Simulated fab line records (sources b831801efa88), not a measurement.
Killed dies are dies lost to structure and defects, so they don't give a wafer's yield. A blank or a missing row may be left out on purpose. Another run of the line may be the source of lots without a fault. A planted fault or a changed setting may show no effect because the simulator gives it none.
Shared-tool check + flow sky130 + Sample size 10 lots and 30 wafers

## WHY IT WAS OPENED
Of 10 lots, 1 have the reading VT_ADJUST_NCORE_TW flagged at SKY_VT_ADJUST_NCORE_TW_MEAS_11. No-fault wafers: 219.5, standard deviation 2.5.
Rule: a lot is flagged when every wafer of it that has a number lies more than 4 standard deviations from that mean, or none has a number. The other lots count as sound.

| lot  | measured     | on            | VT_ADJUST_NCORE_TW, wafer by wafer | flag    |
|------|--------------|---------------|------------------------------------|---------|
| L988 | day 9 01:11  | film_metro-01 | 221.6 222.4 221.9                  |         |
| L989 | day 9 11:07  | film_metro-01 | 221.3 222.4 222.3                  |         |
| L991 | day 10 02:23 | film_metro-02 | 217.8 217.6 218.6                  |         |
| L992 | day 10 11:53 | film_metro-02 | 219.4 219.1 219.4                  |         |
| L993 | day 10 20:08 | film_metro-03 | 216.6 216.2 217.2                  |         |
| L994 | day 11 01:39 | film_metro-03 | 216.8 218.8 217.3                  |         |
| L995 | day 11 05:08 | film_metro-01 | 222.4 221.4 222.6                  |         |
| L997 | day 11 20:18 | film_metro-03 | 215.0 217.5 216.9                  |         |
| L999 | day 12 10:57 | film_metro-02 | 217.4 219.0 219.0                  |         |
| L100 | day 12 14:58 | film_metro-03 | 29.7 29.7 29.6                     | FLAGGED |
The numbers of the flagged lots are 29.7 on average: -189.8 against the usual, or -76 standard deviations.

## WHICH TOOL RAN EACH LOT
The record holds 1 process step before the reading, out of a route of 708 steps. Read each cell as the tool, then ch plus the chambers that the sampled wafers visited, then the start.
| lot  | flag    | SKY_VT_ADJUST_NCORE_EXPOSE_04       |
|------|---------|-------------------------------------|
| L988 |         | iline_stepper-01 ch 0, day 8 14:56  |
| L989 |         | iline_stepper-01 ch 0, day 8 23:34  |
| L991 |         | iline_stepper-02 ch 0, day 9 15:23  |
| L992 |         | iline_stepper-01 ch 0, day 9 23:36  |
| L993 |         | iline_stepper-02 ch 0, day 10 08:34 |
| L994 |         | iline_stepper-02 ch 0, day 10 13:41 |
| L995 |         | iline_stepper-02 ch 0, day 10 17:05 |
| L997 |         | iline_stepper-01 ch 0, day 11 08:54 |
| L999 |         | iline_stepper-02 ch 0, day 11 22:47 |
| L100 | FLAGGED | iline_stepper-02 ch 0, day 12 02:23 |
What the steps here do:
- SKY_VT_ADJUST_NCORE_EXPOSE_04: exposes mask LVTN COMPLEMENT THIN, target cd 380 nm.
- SKY_VT_ADJUST_NCORE_TW_MEAS_11

## FLAGGED OVER TOTAL, TOOL BY TOOL (the gauges that took the reading come last)
| step                           | tool             | lots run | flagged | share of the flagged lots | sound lots run after its first flagged lot |
|--------------------------------|------------------|----------|---------|---------------------------|--------------------------------------------|
| SKY_VT_ADJUST_NCORE_EXPOSE_04  | iline_stepper-01 | 4        | 0       | none                      | -                                          |
| SKY_VT_ADJUST_NCORE_EXPOSE_04  | iline_stepper-02 | 6        | 1       | all                       | 0                                          |
| SKY_VT_ADJUST_NCORE_TW_MEAS_11 | film_metro-01    | 3        | 0       | none                      | -                                          |
| SKY_VT_ADJUST_NCORE_TW_MEAS_11 | film_metro-02    | 3        | 0       | none                      | -                                          |
| SKY_VT_ADJUST_NCORE_TW_MEAS_11 | film_metro-03    | 4        | 1       | all                       | 0                                          |

## THE TABLE: WHAT IT ALLOWS
Every flagged lot went through 2 rows of the table: iline_stepper-02 at SKY_VT_ADJUST_NCORE_EXPOSE_04 and film_metro-03 at SKY_VT_ADJUST_NCORE_TW_MEAS_11.
- iline_stepper-02 at SKY_VT_ADJUST_NCORE_EXPOSE_04: 1 of its 6 lots flagged. Last sound lot L999 at day 11 22:47, first flagged lot L100 at day 12 02:23; a fault beginning in between fits.
- film_metro-03 at SKY_VT_ADJUST_NCORE_TW_MEAS_11: 1 of its 4 lots flagged. Last sound lot L997 at day 11 20:18, first flagged lot L100 at day 12 14:58; a fault beginning in between fits.
Counting lots can't tell these 2 tools apart, because each fits a fault that began at some hour. More lots, or a look at what each step does to the wafer, might.

## WHAT THE SIMULATOR HAD PUT IN
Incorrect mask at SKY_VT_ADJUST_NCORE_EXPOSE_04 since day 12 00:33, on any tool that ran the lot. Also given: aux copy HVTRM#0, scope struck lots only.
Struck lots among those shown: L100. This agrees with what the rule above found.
